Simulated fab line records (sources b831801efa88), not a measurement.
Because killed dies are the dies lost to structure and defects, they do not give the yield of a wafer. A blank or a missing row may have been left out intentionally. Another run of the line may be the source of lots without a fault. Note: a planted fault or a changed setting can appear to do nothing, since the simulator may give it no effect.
fab line records + flow gf180mcu
[record]
- lots = 5
- wafers = 15
- last-day = 34
route steps=602 shown V3@443 M4@456
lots that met no fault: from a run of the same line without faults
start-h: start of the lot's first displayed wafer, in hours after the record's first day + wait-h: hours since the lot's step before + " unchanged from the row above + L1.1+2: several wafers, shown together as one row + - either no value or no given start + * or withheld: withheld + < > ~ a bound
route shown NAME@n: names a module that has steps shown in the file, with the first one's number in the route + usual: the fault-free wafers' mean and standard deviation + same: alike in all rows + chamber/n: place in a boat + sites: per-site readings + _std_site: the standard deviation of these + _edge_site: the outer-site mean with the inner-site mean subtracted + radius-mm: for every site, how far away it sits from the centre of the wafer + mask NAME#n: copy n + behind: tool/chamber where the wafer was last shaped + hold: what put the lot on hold/how long, in hours/how the hold closed + device: names the non-switching transistor (n, p or np) + end of line: tests of these same wafers at the route's end + a step with no rows: only its recipe + killed: dies that structure and defects cost at the first sort, which is not the same as the wafer's yield + map: a wafer's dies, marking killed ones x, the rest . and places with no die _
set.NAME: the setting the step ran with; set.NAME@STEP: the setting that earlier step ran with + model.NAME: the simulator's own value behind a step, which no gauge read
a table for each step, a row for each wafer; lots at some steps of the route
services: when a tool's chamber went out of use (start-h, in hours from the record's first day, below 0 if earlier), for how many hours, and the reason
[[steps]]
[step GF_V3_CD_MEAS_14]
[recipe]
- target-cd-nm = 260
[usual]
- cd-nm = 259.9/1.3
| lot.wafer | tool      | chamber | start-h | wait-h | cd-nm |
|-----------|-----------|---------|---------|--------|-------|
| L173.2    | cd-sem-02 | -       | 519.66  | 0.2    | 262.1 |
| L173.3    | "         | -       | "       | "      | 262.8 |
| L173.5    | "         | -       | "       | "      | 261.9 |
| L179.1    | cd-sem-02 | -       | 574.17  | 0.1    | 259.7 |
| L179.2    | "         | -       | "       | "      | 257.7 |
| L179.6    | "         | -       | "       | "      | 259.4 |
| L189.1    | cd-sem-02 | -       | 651.36  | 0.1    | 261.5 |
| L189.2    | "         | -       | "       | "      | 260.4 |
| L189.3    | "         | -       | "       | "      | 261.0 |
| L192.3    | cd-sem-02 | -       | 667.90  | 0.1    | 261.0 |
| L192.5    | "         | -       | "       | "      | 260.5 |
| L192.6    | "         | -       | "       | "      | 260.1 |
| L193.4    | cd-sem-02 | -       | 675.67  | 0.1    | 260.7 |
| L193.5    | "         | -       | "       | "      | 260.6 |
| L193.6    | "         | -       | "       | "      | 260.0 |
[step GF_V3_OVL_MEAS_15]
[usual]
- V3_OVL = -2/5.1
| lot.wafer | tool       | chamber | start-h | wait-h | V3_OVL[nm] |
|-----------|------------|---------|---------|--------|------------|
| L173.2    | overlay-01 | -       | 519.76  | 0.1    | -14        |
| L173.3    | "          | -       | "       | "      | -10        |
| L173.5    | "          | -       | "       | "      | -17        |
| L179.1    | overlay-02 | -       | 574.29  | 0.1    | -6         |
| L179.2    | "          | -       | "       | "      | -2         |
| L179.6    | "          | -       | "       | "      | -6         |
| L189.1    | overlay-01 | -       | 651.48  | 0.1    | -12        |
| L189.2    | "          | -       | "       | "      | -6         |
| L189.3    | "          | -       | "       | "      | -4         |
| L192.3    | overlay-02 | -       | 667.99  | 0.1    | -5         |
| L192.5    | "          | -       | "       | "      | -5         |
| L192.6    | "          | -       | "       | "      | 1          |
| L193.4    | overlay-02 | -       | 675.75  | 0.1    | -6         |
| L193.5    | "          | -       | "       | "      | -7         |
| L193.6    | "          | -       | "       | "      | 1          |
[step GF_V3_ETCH_16]
[recipe]
- chemistry = N2/H2
- target-depth-a = withheld
- overetch-a = withheld
- time-s = withheld
- target = BARC
- ion-energy-ev = 200
- source-w = 500
- bias-w = 100
- pressure-mtorr = 30
- n2-flow-sccm = 100
- h2-flow-sccm = 200
[step GF_V3_ETCH_17]
[recipe]
- chemistry = C4F8/O2/Ar
- mask-material = KrF
- target = SiO2
- stop-on = TiN
- source-w = 1500
- bias-w = 1200
- pressure-mtorr = 40
- c4f8-flow-sccm = withheld
- O2_flow_sccm = 6
- Ar_flow_sccm = 300
- time-s = withheld
- target-depth-a = 6350
[step GF_V3_STRIP_18]
[recipe]
- chemistry = O2/N2
- power-w = 1400
- pressure-mtorr = 1500
- platen-temp-c = 250
- o2-flow-sccm = 3000
- n2-flow-sccm = 300
- overash-fraction = 0.5
[usual]
- drypump-motor-current-A = 5.8/0.45
- heater-power-w = 329/31
- oes-product-au = 0.593/0.0049
| lot.wafer | tool            | chamber | start-h | wait-h | drypump-motor-current-A | heater-power-w | oes-product-au | rf-hours-counter-h |
|-----------|-----------------|---------|---------|--------|-------------------------|----------------|----------------|--------------------|
| L173.2    | plasma-asher-02 | 0       | 519.92  | -      | 6.2                     | 316            | 0.594          | 10                 |
| L173.3    | "               | 1       | "       | "      | 5.8                     | 385            | 0.597          | -                  |
| L173.5    | "               | 1       | "       | "      | 5.8                     | 390            | 0.598          | -                  |
| L179.1    | plasma-asher-04 | 1       | 574.45  | -      | 6.3                     | 312            | 0.593          | 90                 |
| L179.2    | "               | 0       | "       | "      | 5.6                     | 302            | 0.596          | 90                 |
| L179.6    | "               | 0       | "       | "      | 5.5                     | 292            | 0.594          | -                  |
| L189.1    | plasma-asher-02 | 1       | 651.64  | -      | 5.8                     | 380            | 0.599          | 24                 |
| L189.2    | "               | 0       | "       | "      | 6.1                     | 331            | 0.593          | 24                 |
| L189.3    | "               | 1       | "       | "      | 5.8                     | 386            | 0.594          | -                  |
| L192.3    | plasma-asher-02 | 1       | 668.18  | -      | 5.8                     | 385            | 0.593          | -                  |
| L192.5    | "               | 0       | "       | "      | 6.1                     | 330            | 0.591          | -                  |
| L192.6    | "               | 1       | "       | "      | 5.8                     | 383            | 0.584          | -                  |
| L193.4    | plasma-asher-04 | 1       | 675.93  | -      | 6.2                     | 302            | 0.594          | -                  |
| L193.5    | "               | 0       | "       | "      | 5.6                     | 297            | 0.593          | -                  |
| L193.6    | "               | 1       | "       | "      | 6.3                     | 304            | 0.592          | -                  |
[step GF_V3_STRIP_19]
[recipe]
- chemistry = post-etch-residue-remover
- time-s = 1200
- temp-c = 72.5
[step GF_V3_CLEAN_20]
[recipe]
- chemistry = DIW
- dry = n2-spin
[step GF_V3_SPUTTER_21]
[recipe]
- material = Ti
- target-thk-nm = 15
- chamber-pressure-pa = 5
- power-w = 2500
- substrate-temp-c = 200
- time-s = 80.02
[usual]
- throttle-valve-pct = 30.2/0.85
| lot.wafer | tool           | chamber | start-h | wait-h | throttle-valve-pct |
|-----------|----------------|---------|---------|--------|--------------------|
| L173.2    | pvd-sputter-01 | -       | 520.46  | 0.0    | 30.0               |
| L173.3    | "              | -       | "       | "      | 29.5               |
| L173.5    | "              | -       | "       | "      | 29.4               |
| L179.1    | pvd-sputter-01 | -       | 574.99  | 0.0    | 29.8               |
| L179.2    | "              | -       | "       | "      | 29.5               |
| L179.6    | "              | -       | "       | "      | 30.0               |
| L189.1    | pvd-sputter-01 | -       | 652.18  | 0.0    | 29.5               |
| L189.2    | "              | -       | "       | "      | 29.9               |
| L189.3    | "              | -       | "       | "      | 29.3               |
| L192.3    | pvd-sputter-04 | -       | 668.68  | 0.0    | 30.7               |
| L192.5    | "              | -       | "       | "      | 30.5               |
| L192.6    | "              | -       | "       | "      | 29.9               |
| L193.4    | pvd-sputter-04 | -       | 676.46  | 0.0    | 30.4               |
| L193.5    | "              | -       | "       | "      | 30.6               |
| L193.6    | "              | -       | "       | "      | 30.1               |
[step GF_V3_SPUTTER_22]
[recipe]
- material = TiN
- target-thk-nm = 10
- chamber-pressure-pa = 5
- power-w = 4000
- time-s = 40
[usual]
- throttle-valve-pct = 30.2/0.86
| lot.wafer | tool           | chamber | start-h | wait-h | throttle-valve-pct |
|-----------|----------------|---------|---------|--------|--------------------|
| L173.2    | pvd-sputter-01 | -       | 520.52  | 0.0    | 29.9               |
| L173.3    | "              | -       | "       | "      | 29.6               |
| L173.5    | "              | -       | "       | "      | 29.4               |
| L179.1    | pvd-sputter-01 | -       | 575.05  | 0.0    | 30.0               |
| L179.2    | "              | -       | "       | "      | 29.2               |
| L179.6    | "              | -       | "       | "      | 29.6               |
| L189.1    | pvd-sputter-01 | -       | 652.24  | 0.0    | 29.3               |
| L189.2    | "              | -       | "       | "      | 30.0               |
| L189.3    | "              | -       | "       | "      | 29.1               |
| L192.3    | pvd-sputter-04 | -       | 668.74  | 0.0    | 30.6               |
| L192.5    | "              | -       | "       | "      | 30.4               |
| L192.6    | "              | -       | "       | "      | 29.4               |
| L193.4    | pvd-sputter-04 | -       | 676.52  | 0.0    | 30.4               |
| L193.5    | "              | -       | "       | "      | 31.0               |
| L193.6    | "              | -       | "       | "      | 29.8               |
[step GF_V3_CVD_23]
[recipe]
- material = W
- target-thk-nm = 350
- time-s = 104.9
- temp-c = 400
- pressure-torr = 40
[usual]
- heater-power-w = 751/89
| lot.wafer | tool     | chamber | start-h | wait-h | heater-power-w |
|-----------|----------|---------|---------|--------|----------------|
| L173.2    | cvd-w-02 | 0       | 520.56  | 0.0    | 674            |
| L173.3    | "        | 0       | "       | "      | 677            |
| L173.5    | "        | 1       | "       | "      | 829            |
| L179.1    | cvd-w-02 | 0       | 575.09  | 0.0    | 665            |
| L179.2    | "        | 1       | "       | "      | 870            |
| L179.6    | "        | 1       | "       | "      | 837            |
| L189.1    | cvd-w-02 | 1       | 652.28  | 0.0    | 847            |
| L189.2    | "        | 0       | "       | "      | 688            |
| L189.3    | "        | 1       | "       | "      | 862            |
| L192.3    | cvd-w-01 | 1       | 668.82  | 0.1    | 805            |
| L192.5    | "        | 0       | "       | "      | 639            |
| L192.6    | "        | 1       | "       | "      | 824            |
| L193.4    | cvd-w-01 | 0       | 676.60  | 0.1    | 648            |
| L193.5    | "        | 0       | "       | "      | 655            |
| L193.6    | "        | 1       | "       | "      | 809            |
[step GF_V3_RS_MEAS_24]
[recipe]
- thk-meas-gauge = four-point-probe
- reads = W_of_V3_CVD_23+TiN_of_V3_SPUTTER_22+Ti_of_V3_SPUTTER_21
[usual]
- V3_W_RS = 0.326/0.0058
| lot.wafer | tool          | chamber | start-h | wait-h | V3_W_RS[ohm/sq] |
|-----------|---------------|---------|---------|--------|-----------------|
| L173.2    | film-metro-04 | -       | 520.69  | 0.1    | 0.328           |
| L173.3    | "             | -       | "       | "      | 0.329           |
| L173.5    | "             | -       | "       | "      | 0.329           |
| L179.1    | film-metro-02 | -       | 575.20  | 0.1    | 0.331           |
| L179.2    | "             | -       | "       | "      | 0.325           |
| L179.6    | "             | -       | "       | "      | 0.324           |
| L189.1    | film-metro-02 | -       | 652.39  | 0.1    | 0.324           |
| L189.2    | "             | -       | "       | "      | 0.328           |
| L189.3    | "             | -       | "       | "      | 0.327           |
| L192.3    | film-metro-01 | -       | 668.93  | 0.1    | 0.328           |
| L192.5    | "             | -       | "       | "      | 0.320           |
| L192.6    | "             | -       | "       | "      | 0.329           |
| L193.4    | film-metro-02 | -       | 676.73  | 0.1    | 0.317           |
| L193.5    | "             | -       | "       | "      | 0.316           |
| L193.6    | "             | -       | "       | "      | 0.331           |
[step GF_V3_THK_MEAS_25]
[recipe]
- thk-meas-gauge = xrf
- reads = W_of_V3_CVD_23
[usual]
- V3_W_THK = 362/7.1
| lot.wafer | tool          | chamber | start-h | wait-h | V3_W_THK[nm] |
|-----------|---------------|---------|---------|--------|--------------|
| L173.2    | film-metro-04 | -       | 520.80  | 0.1    | 363          |
| L173.3    | "             | -       | "       | "      | 360          |
| L173.5    | "             | -       | "       | "      | 361          |
| L179.1    | film-metro-02 | -       | 575.32  | 0.1    | 355          |
| L179.2    | "             | -       | "       | "      | 363          |
| L179.6    | "             | -       | "       | "      | 365          |
| L189.1    | film-metro-02 | -       | 652.51  | 0.1    | 363          |
| L189.2    | "             | -       | "       | "      | 359          |
| L189.3    | "             | -       | "       | "      | 359          |
| L192.3    | film-metro-01 | -       | 669.03  | 0.1    | 355          |
| L192.5    | "             | -       | "       | "      | 366          |
| L192.6    | "             | -       | "       | "      | 353          |
| L193.4    | film-metro-02 | -       | 676.82  | 0.1    | 369          |
| L193.5    | "             | -       | "       | "      | 372          |
| L193.6    | "             | -       | "       | "      | 352          |
[step GF_V3_CMP_26]
[recipe]
- stop-on = SiO2
- down-force-psi = 3.5
- platen-rpm = 60
- t-overpolish-s = 15
- target-thk-nm = 0
- pad-velocity-m-s = 0.94248
[usual]
- motor-current-A = 11.5/1.4
- overpolish-run-s = 14.999/0.0091
- slurry-filter-dp-kPa = 13.51/0.14
- time-to-endpoint-s = 83/3.9
| lot.wafer | tool   | chamber | start-h | wait-h | motor-current-A | overpolish-run-s | slurry-filter-dp-kPa | time-to-endpoint-s |
|-----------|--------|---------|---------|--------|-----------------|------------------|----------------------|--------------------|
| L173.2    | cmp-01 | 2       | 520.85  | 0.0    | 10.4            | 15.004           | 13.69                | 85                 |
| L173.3    | "      | 0       | "       | "      | 11.3            | 14.988           | 13.42                | 84                 |
| L173.5    | "      | 3       | "       | "      | 10.1            | 14.995           | 13.53                | 86                 |
| L179.2    | cmp-02 | 2       | 575.43  | 0.1    | 13.2            | 15.006           | 13.73                | 79                 |
| L179.1    | "      | 0       | "       | "      | 12.8            | 0.042            | 13.52                | 128                |
| L179.6    | "      | 1       | "       | "      | 9.2             | 15.015           | 13.56                | 82                 |
| L189.3    | cmp-02 | 0       | 652.62  | 0.1    | 12.5            | 15.007           | 13.70                | 77                 |
| L189.2    | "      | 1       | "       | "      | 9.8             | 15.001           | 13.43                | 85                 |
| L189.1    | "      | 2       | "       | "      | 13.4            | 14.984           | 13.51                | 77                 |
| L192.3    | cmp-02 | 3       | 669.07  | 0.0    | 10.8            | 14.991           | 13.52                | 82                 |
| L192.5    | "      | 3       | "       | "      | 11.7            | 15.012           | 13.47                | 80                 |
| L192.6    | "      | 0       | "       | "      | 12.7            | 14.992           | 13.47                | 78                 |
| L193.4    | cmp-01 | 0       | 677.00  | 0.2    | 10.5            | 14.999           | 13.72                | 89                 |
| L193.6    | "      | 1       | "       | "      | 13.2            | 15.002           | 13.53                | 85                 |
| L193.5    | "      | 2       | "       | "      | 10.2            | 15.002           | 13.40                | 85                 |
[step GF_M4_SPUTTER_00]
[recipe]
- material = Ti
- target-thk-nm = 37.5
- arriving-ion-energy-ev = 80
- substrate-temp-c = 200
- chamber-pressure-pa = 2
- power-w = 4000
- time-s = 150
[usual]
- throttle-valve-pct = 29.8/1.1
| lot.wafer | tool           | chamber | start-h | wait-h | throttle-valve-pct |
|-----------|----------------|---------|---------|--------|--------------------|
| L173.2    | pvd-sputter-04 | -       | 521.15  | 0.2    | 30.0               |
| L173.3    | "              | -       | "       | "      | 30.7               |
| L173.5    | "              | -       | "       | "      | 29.5               |
| L179.2    | pvd-sputter-04 | -       | 575.68  | 0.2    | 30.5               |
| L179.6    | "              | -       | "       | "      | 29.7               |
| L189.1    | pvd-sputter-04 | -       | 652.87  | 0.1    | 30.8               |
| L189.2    | "              | -       | "       | "      | 30.6               |
| L189.3    | "              | -       | "       | "      | 29.6               |
| L192.3    | pvd-sputter-01 | -       | 669.37  | 0.2    | 29.8               |
| L192.5    | "              | -       | "       | "      | 29.3               |
| L192.6    | "              | -       | "       | "      | 29.9               |
| L193.4    | pvd-sputter-01 | -       | 677.15  | 0.1    | 29.4               |
| L193.5    | "              | -       | "       | "      | 29.7               |
| L193.6    | "              | -       | "       | "      | 29.2               |
[[services]]
| tool            | chamber | start-h | hours | kind                           |
|-----------------|---------|---------|-------|--------------------------------|
| cmp-02          | -       | 508.92  | 4.4   | pm                             |
| plasma-asher-02 | -       | 511.79  | 4.4   | repair                         |
| cmp-01          | -       | 516.34  | 0.9   | repair                         |
| cvd-w-01        | -       | 518.06  | 0.5   | repair                         |
| cmp-01          | -       | 540.03  | 2.2   | repair                         |
| cvd-w-02        | -       | 547.99  | 2.8   | pm                             |
| pvd-sputter-01  | -       | 551.19  | 1.7   | repair                         |
| plasma-asher-04 | -       | 564.01  | 2.8   | pm                             |
| plasma-asher-02 | -       | 564.03  | 9.2   | repair                         |
| cmp-02          | -       | 573.08  | 1.3   | repair                         |
| cmp-01          | -       | 578.01  | 4.0   | pm                             |
| cmp-01          | -       | 582.01  | -     | consumable-replace:conditioner |
| cmp-01          | -       | 582.01  | -     | consumable-replace:pad         |
| cmp-02          | -       | 599.14  | 1.6   | repair                         |
| cmp-01          | -       | 600.77  | 3.1   | pm                             |
| cvd-w-01        | -       | 635.47  | 6.9   | pm                             |
| pvd-sputter-01  | -       | 638.62  | 2.9   | repair                         |
| cvd-w-02        | 1       | 655.56  | 1.8   | repair                         |
| cmp-01          | -       | 658.37  | 8.9   | pm                             |
[[key]]
[first-sign]
- step = GF_V3_CMP_26
- reading = overpolish-run-s
- direction = down
- sigmas = 99+
- usual = 14.999
- struck = 0.042
[effect]
- step = GF_V3_CMP_26
- reading = time-to-endpoint-s
- direction = up
- sigmas = 12
- usual = *
- struck = *
met-at GF_V3_CMP_26
struck-wafers L179.1
later-rows-left-out L179.1
sort-left-out L179.1
[fault]
- kind = process-parameter-drift
- tool = cmp-02
- chamber = 0
- onset-h = 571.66
- steps = GF_V3_CMP_26
- channel = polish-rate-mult
- offset = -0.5
- shape = step
- end-h = 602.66
// sort-left-out: the simulated sort isn't trusted on such a fault, so these wafers' sort isn't shown, and their yield isn't known
// later-rows-left-out: the simulator's readings of these wafers behind a module that went badly wrong aren't trusted and aren't shown, but for the sort
